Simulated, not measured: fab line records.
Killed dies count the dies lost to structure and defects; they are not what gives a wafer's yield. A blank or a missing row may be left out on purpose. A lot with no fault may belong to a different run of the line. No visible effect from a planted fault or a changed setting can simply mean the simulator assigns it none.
Which tool is to blame? -- flow gf180mcu -- 14 lots, 40 wafers sampled, at 4 steps of a route of 602

WHAT THE GAUGES READ, wafer by wafer
GF_M5_CD_MEAS_07 targets a cd of 280 nm.
lot,measured,on,cd-nm (nm)
L345,day 26 11:07,cd-sem-02,280.3 282.6 280.7
L346,day 26 16:22,cd-sem-02,280.8 279.6 280.2
L348,day 27 07:16,cd-sem-01,280.3 279.6
L350,day 28 02:55,cd-sem-01,281.1 282.0 281.8
L351,day 28 09:28,cd-sem-01,281.6 281.9
L352,day 28 23:35,cd-sem-01,277.3 277.8 278.1
L357,day 30 16:16,cd-sem-02,280.2 280.9 280.2
L358,day 30 16:37,cd-sem-01,280.9 279.5 280.4
L361,day 31 09:48,cd-sem-01,281.0 281.2 281.3
L362,day 31 16:44,cd-sem-01,279.7 278.9 278.1
L363,day 31 21:25,cd-sem-01,278.4 278.0 277.1
L365,day 32 05:29,cd-sem-01,279.1 278.5 278.7
L366,day 32 12:17,cd-sem-02,280.4 280.0 280.5
L367,day 32 16:25,cd-sem-02,281.1 281.5 282.0

GF_TOP_METAL_OVL_MEAS_15.
lot,measured,on,TOP_METAL_OVL (nm)
L345,day 28 07:58,overlay-01,1.0 0.5 -1.0
L346,day 28 12:16,overlay-01,-1.6 -1.8 -1.7
L348,day 29 02:38,overlay-01,0.8 0.0
L350,day 29 19:50,overlay-01,-0.1 -1.4 -0.1
L351,day 30 02:46,overlay-01,0.8 0.2
L352,day 30 15:58,overlay-01,-0.1 -1.3 -1.9
L357,day 32 05:04,overlay-02,1.7 2.2 -0.4
L358,day 32 18:43,overlay-01,0.1 1.8 1.7
L361,day 32 22:55,overlay-01,0.9 1.0 0.9
L362,day 33 05:01,overlay-02,0.5 2.0 1.1
L363,day 33 09:33,overlay-02,-0.5 0.0 0.4
L365,day 33 16:35,overlay-01,-1.9 -2.1 -0.9
L366,day 33 23:44,overlay-02,0.3 -0.8 0.2
L367,day 34 03:07,overlay-02,-1.0 -0.4 -2.0

WHAT TOOL EACH LOT RAN ON (gives the tool, then ch and the chambers of the sampled wafers, and finally the start)
lot,GF_V5_CMP_26,GF_TOP_METAL_SPUTTER_03
L345,"cmp-01 ch 1,2,3, day 27 10:34","pvd-sputter-01, day 27 11:02"
L346,"cmp-01 ch 1,2,3, day 27 15:39","pvd-sputter-03, day 27 16:01"
L348,"cmp-01 ch 0,2, day 28 06:38","pvd-sputter-01, day 28 07:04"
L350,"cmp-02 ch 0,1,3, day 29 01:14","pvd-sputter-01, day 29 01:39"
L351,"cmp-01 ch 0,1, day 29 07:49","pvd-sputter-01, day 29 08:05"
L352,"cmp-01 ch 0,2,3, day 29 21:32","pvd-sputter-01, day 29 21:52"
L357,"cmp-02 ch 0,1, day 31 12:11","pvd-sputter-02, day 31 12:40"
L358,"cmp-02 ch 2,3, day 32 01:50","pvd-sputter-01, day 32 02:19"
L361,"cmp-02 ch 0,1,2, day 32 05:53","pvd-sputter-01, day 32 06:15"
L362,"cmp-02 ch 0,1,2, day 32 12:21","pvd-sputter-03, day 32 12:49"
L363,"cmp-01 ch 0,1,2, day 32 17:02","pvd-sputter-02, day 32 17:28"
L365,"cmp-02 ch 0,2,3, day 33 00:49","pvd-sputter-02, day 33 01:11"
L366,"cmp-01 ch 1,2,3, day 33 07:46","pvd-sputter-01, day 33 08:05"
L367,"cmp-01 ch 2,3, day 33 10:59","pvd-sputter-02, day 33 11:27"
- GF_V5_CMP_26: polishes, stops on SiO2, t overpolish 15 s, target thk 0 nm.
- GF_TOP_METAL_SPUTTER_03: material Ti, target thk 5 nm, time 3.3 s.

AS READ BY THE TOOLS THEMSELVES (means over the sampled wafers that have a number; for cases with no such wafer, the mark the record gives instead)
GF_V5_CMP_26.
lot,tool,edge-zone-pressure-frac,motor-current-A (A),overpolish-run-s (s),time-to-endpoint-s (s)
L345,cmp-01,0.994,11.4,15.004,86.9
L346,cmp-01,1.002,11.4,14.984,85.3
L348,cmp-01,1.001,10.9,15.002,65.3
L350,cmp-02,1.003,11.4,14.996,87.0
L351,cmp-01,1.003,11.8,14.989,66.8
L352,cmp-01,1.000,10.7,14.995,73.0
L357,cmp-02,1.003,10.0,14.994,85.8
L358,cmp-02,0.997,13.1,14.993,85.1
L361,cmp-02,1.000,10.2,15.002,88.7
L362,cmp-02,1.001,10.5,14.998,84.6
L363,cmp-01,0.998,11.6,15.004,83.3
L365,cmp-02,1.003,12.1,14.993,83.9
L366,cmp-01,0.997,11.2,15.003,84.6
L367,cmp-01,0.997,10.9,15.001,81.6

GF_TOP_METAL_SPUTTER_03.
lot,tool,throttle-valve-pct (%)
L345,pvd-sputter-01,29.9
L346,pvd-sputter-03,29.4
L348,pvd-sputter-01,30.1
L350,pvd-sputter-01,30.1
L351,pvd-sputter-01,29.5
L352,pvd-sputter-01,29.9
L357,pvd-sputter-02,29.4
L358,pvd-sputter-01,29.3
L361,pvd-sputter-01,30.5
L362,pvd-sputter-03,30.4
L363,pvd-sputter-02,30.6
L365,pvd-sputter-02,30.6
L366,pvd-sputter-01,30.5
L367,pvd-sputter-02,30.9

THE ANSWER, worked out from the rows above alone
Rule: usual is defined by the lots themselves. Put in order of their means at a reading, lots are off if they are a third of the lots or fewer, leave a main group of 4 or more, and stand apart from it by a gap of 3 or more times the standard deviation of the main group's means; of several such gaps the widest counts. A main group whose means are all the same, to the digits that the tables above print for the reading, isn't used. A lot without any number at a reading at which 4 lots or more have one is off too. Where the step has rows for the other lots, those lots are counted as sound. First the gauges in route order, then the tools' own readings, where a lot's mean is used as printed above. The first step at which some lot is off is used, and at that step the reading that is off furthest; a lot without a number counts as furthest.
Off at GF_V5_CMP_26 (time-to-endpoint-s): L348, L351, L352. The main group has a mean of 85.2 s with a standard deviation of 1.9.
If a tool, at that step or one of the process steps before it, ran each lot that is off and ran no sound lot following the first of them, it fits. None of those tried fits.

WHAT THE SIMULATOR PUT IN
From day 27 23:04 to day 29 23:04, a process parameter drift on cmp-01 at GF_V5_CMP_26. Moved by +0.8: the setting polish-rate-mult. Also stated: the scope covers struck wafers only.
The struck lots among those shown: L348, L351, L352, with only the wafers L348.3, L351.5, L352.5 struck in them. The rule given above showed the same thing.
